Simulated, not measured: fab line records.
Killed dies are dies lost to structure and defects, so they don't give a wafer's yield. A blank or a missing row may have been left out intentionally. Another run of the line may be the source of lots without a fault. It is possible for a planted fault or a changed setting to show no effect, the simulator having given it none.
Which tool was responsible?	flow sky130	33 wafers sampled from 11 lots at 1 step of a route of 708

## WHAT EACH GAUGE READ, for each wafer
SKY_CONTACT_THK_MEAS_01.
lot	measured	on	CONTACT_CVD_00_THK (nm)
L197	day 31 20:30	film metro-01	74.9 75.9 77.1
L199	day 32 16:25	film metro-01	74.1 76.4 76.3
L198	day 32 16:59	film metro-02	74.8 75.6 76.0
L201	day 32 23:30	film metro-02	74.6 77.8 76.8
L202	day 33 04:14	film metro-01	75.2 73.0 74.4
L203	day 33 14:29	film metro-04	73.4 73.9 73.6
L204	day 34 01:22	film metro-02	76.7 77.1 76.5
L209	day 35 05:34	film metro-04	73.2 76.6 74.7
L213	day 36 15:55	film metro-02	73.9 75.4 75.0
L215	day 37 02:52	film metro-02	75.6 75.8 76.5
L214	day 37 04:38	film metro-02	73.1 74.6 76.1

## TOOL THAT RAN EACH LOT (tool first, then ch and the chambers of the sampled wafers, then the start)
Record: no process step prior to these readings.

## THE ANSWER, worked out from the rows above alone
Rule: usual is defined by the lots themselves. Put in order of their means at a reading, lots are off if they are a third of the lots or fewer, leave a main group of 4 or more, and stand apart from it by a gap of 3 or more times the standard deviation of the main group's means; of several such gaps the widest counts. The tables above print the reading to a certain number of digits; a main group whose means all agree to those digits is not used. Also off: a lot with no number at a reading for which 4 or more lots have one. All remaining lots with rows at the step are treated as sound.
Across all readings shown, no lot is off: no conclusion can be drawn from this.

## WHAT THE SIMULATOR HAD PUT IN
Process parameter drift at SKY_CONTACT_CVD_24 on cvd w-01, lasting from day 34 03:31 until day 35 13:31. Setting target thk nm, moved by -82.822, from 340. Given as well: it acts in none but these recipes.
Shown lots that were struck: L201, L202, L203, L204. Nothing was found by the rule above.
